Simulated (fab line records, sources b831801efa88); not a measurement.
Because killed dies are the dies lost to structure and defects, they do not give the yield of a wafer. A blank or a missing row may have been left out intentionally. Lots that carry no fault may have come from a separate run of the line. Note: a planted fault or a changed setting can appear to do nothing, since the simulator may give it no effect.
Matching of chambers ; flow gf180mcu ; GF_V5_ETCH_16 on rie diel-02 has 4 sister chambers
The step etches BARC in N2/H2. 8 wafers are shown with their chamber, then 8 later ones without.

## WAFERS WITH THEIR CHAMBER
wafer;chamber;throttle valve pct (%);h2 flow sccm (sccm)
L963.4;0;13.227;199.1
L963.5;0;13.222;199.6
L967.1;1;13.226;199.7
L969.5;1;13.216;199.6
L970.1;3;13.234;199.8
L970.3;2;13.214;200.3
L970.4;2;13.216;200.1
L971.1;3;13.227;200.1

## WAFERS WITHOUT THEIR CHAMBER
wafer;throttle valve pct (%);h2 flow sccm (sccm)
L971.3;13.226;199.3
L971.4;13.218;200.2
L972.1;13.215;199.7
L972.3;13.225;200.3
L972.6;13.231;199.0
L980.3;13.225;199.8
L980.4;13.225;200.3
L980.5;13.214;200.3

## THE CHAMBER EACH PASSED THROUGH
wafer;from the rows above;in truth
L971.3;can't be placed: 0 or 1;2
L971.4;can't be placed: 2 or 1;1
L972.1;can't be placed: 1 or 2 or 0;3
L972.3;can't be placed: 3 or 2 or 1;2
L972.6;can't be placed: 0 or 1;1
L980.3;can't be placed: 1 or 3 or 0 or 2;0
L980.4;can't be placed: 3 or 2 or 1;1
L980.5;2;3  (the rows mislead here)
Correct placement for 0 of the 8. Cannot be placed on the basis of these rows: 7; the candidates contain the true chamber in 5. Wrongly placed: 1.
How it was worked out, from the rows above alone: a wafer's distance from a chamber is the root of the sum, over the readings, of the square of ((its reading less the chamber's mean) divided by the reading's scatter). If the next closest chamber is less than 2 further off than the closest, the wafer can't be placed; otherwise it belongs to the closest. For every chamber, the mean is computed from those of its wafers that are shown. How the scatter is found: for the shown wafers, subtract from each reading the mean of its chamber, square and add these, divide the total by (wafers less chambers), then take the root.
